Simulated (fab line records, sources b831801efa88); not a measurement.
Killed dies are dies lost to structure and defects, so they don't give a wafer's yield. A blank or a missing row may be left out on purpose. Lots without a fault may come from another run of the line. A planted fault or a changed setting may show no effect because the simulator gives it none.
Which tool did it? | flow sky130 | 11 lots, 33 wafers sampled, at 1 step of a route of 708

WHAT THE GAUGES READ, wafer by wafer
SKY_RES_XHIGH_TW_MEAS_09.
lot  | measured     | on            | RES_XHIGH_TW
L577 | day 26 11:09 | film_metro-02 | 1629 1645 1635
L579 | day 27 05:58 | film_metro-03 | 1666 1668 1666
L580 | day 27 09:30 | film_metro-03 | 1653 1665 1651
L581 | day 27 17:48 | film_metro-03 | 1660 1660 1660
L583 | day 28 14:22 | film_metro-02 | 1653 1648 1646
L587 | day 30 20:43 | film_metro-02 | 1641 1638 1644
L592 | day 32 03:01 | film_metro-02 | 1650 1644 1645
L595 | day 32 12:20 | film_metro-02 | 1643 1650 1657
L594 | day 32 16:04 | film_metro-04 | 1654 1649 1641
L599 | day 34 01:25 | film_metro-04 | 1649 1649 1644
L600 | day 34 04:07 | film_metro-04 | 1644 1641 1643

WHICH TOOL RAN EACH LOT (tool, then ch and the chambers of the sampled wafers, then the start)
The record holds no process step before these readings.

THE ANSWER, worked out from the rows above alone
Rule: what is usual is taken from the lots themselves. Put in order of their means at a reading, lots are off if they are a third of the lots or fewer, leave a main group of 4 or more, and stand apart from it by a gap of 3 or more times the standard deviation of the main group's means; of several such gaps the widest counts. A main group whose means are all the same, to the digits that the tables above print for the reading, isn't used. A lot without any number at a reading at which 4 lots or more have one is off too. The other lots that the step has rows for count as sound.
No lot is off at any reading shown: from this, nothing can be told.

WHAT THE SIMULATOR HAD PUT IN
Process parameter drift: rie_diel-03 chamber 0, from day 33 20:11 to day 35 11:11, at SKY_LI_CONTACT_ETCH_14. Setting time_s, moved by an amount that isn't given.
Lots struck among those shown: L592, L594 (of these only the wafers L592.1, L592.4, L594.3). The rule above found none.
